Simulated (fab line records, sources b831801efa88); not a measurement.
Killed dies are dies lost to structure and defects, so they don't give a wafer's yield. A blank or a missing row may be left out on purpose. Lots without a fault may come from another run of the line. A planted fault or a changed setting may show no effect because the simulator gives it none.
One fault seen from 2 desks | flow sky130 | each desk has only its own numbers; what lay behind them comes last

THE TOOL OWNER'S DESK: implanter-02
The tool's own readings at SKY_NWELL_IMPLANT_12: means of the sampled wafers that have a number, for each lot that ran on this tool. A lot is out of limits, marked OUT, if its mean lies more than 4 standard deviations from the usual mean; the brackets give that distance.
Columns: A = beam_energy_keV at SKY_NWELL_IMPLANT_12, usual 120.00
lot  | first seen here | A
L644 | day 7 16:47     | 119.97
L646 | day 8 05:00     | 134.21 (+99 or more) OUT
L651 | day 9 13:14     | 134.22 (+99 or more) OUT
This desk's finding: out of limits on L646, L651; first on L646, day 8 05:00 (beam_energy_keV at SKY_NWELL_IMPLANT_12). In limits: L644.

THE METROLOGY DESK
What the gauges read, lot by lot, whatever tool the lot ran on: means of the sampled wafers that have a number. A lot is out of limits, marked OUT, if its mean lies more than 4 standard deviations from the usual mean; the brackets give that distance.
Columns: A = PWDE_TW at SKY_PWDE_TW_MEAS_10, usual 373.0; B = NWELL_00_OVL at SKY_NWELL_OVL_MEAS_10, usual 0.4 nm
lot  | first seen here | A     | B
L631 | day 4 13:53     | 376.4 | 2.0
L644 | day 6 20:16     | 369.4 | -0.4
L646 | day 7 08:17     | 370.9 | -2.9
L647 | day 7 21:01     | 371.8 | -2.6
L651 | day 8 16:12     | 372.2 | 3.1
L654 | day 9 12:54     | 376.6 | 1.8
This desk's finding: nothing out of limits on any of the 6 lots.

PUT TOGETHER
The tool owner's desk could have raised an alarm at day 8 05:00, on L646, L651.
The metrology desk saw nothing out of limits.
The metrology desk has L646, L651 on record, within its limits.
Of the lots named, all ran SKY_NWELL_IMPLANT_12 on implanter-02.

WHAT THE SIMULATOR HAD PUT IN
Process parameter drift: implanter-02, from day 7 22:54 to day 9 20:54, at SKY_NWELL_IMPLANT_12. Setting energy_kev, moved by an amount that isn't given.
Lots struck among those shown: L646, L651.
Hours from the fault's start to each desk's first reading out of limits: the tool owner's desk, 6.
